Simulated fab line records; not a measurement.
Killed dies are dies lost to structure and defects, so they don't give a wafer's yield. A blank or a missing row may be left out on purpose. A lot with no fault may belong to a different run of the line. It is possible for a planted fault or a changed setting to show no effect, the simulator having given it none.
Which tool is to blame? :: flow gf180mcu :: at 1 step of a route of 602, 6 lots with 18 wafers sampled

WHAT EACH GAUGE READ, for each wafer
GF_V4_BOW_MEAS_05.
lot: L866
measured: day 24 17:44
on: film_metro-03
V4_BOW (um): 145 143 144

lot: L872
measured: day 26 14:51
on: film_metro-03
V4_BOW (um): 139 136 134

lot: L875
measured: day 27 09:19
on: film_metro-04
V4_BOW (um): 122 132 128

lot: L878
measured: day 28 08:16
on: film_metro-03
V4_BOW (um): 137 141 137

lot: L883
measured: day 29 15:07
on: film_metro-03
V4_BOW (um): 135 138 132

lot: L886
measured: day 30 13:33
on: film_metro-03
V4_BOW (um): 130 132 126

WHICH TOOL RAN EACH LOT (tool, then ch and the chambers of the sampled wafers, then the start)
The record shows no process step preceding these readings.

THE ANSWER, worked out from the rows above alone
Rule: the usual values come from the lots themselves. The widest of any qualifying gaps counts: lots, ordered by their means at a reading, are off when they make up no more than a third of the lots, leave a main group of 4 or more, and stand apart from it by 3 or more times the standard deviation of that group's means. A main group whose means are all the same, to the digits that the tables above print for the reading, isn't used. A lot without any number at a reading at which 4 lots or more have one is off too. The other lots that the step has rows for count as sound.
Across all readings shown, no lot is off: no conclusion can be drawn from this.

WHAT THE SIMULATOR HAD PUT IN
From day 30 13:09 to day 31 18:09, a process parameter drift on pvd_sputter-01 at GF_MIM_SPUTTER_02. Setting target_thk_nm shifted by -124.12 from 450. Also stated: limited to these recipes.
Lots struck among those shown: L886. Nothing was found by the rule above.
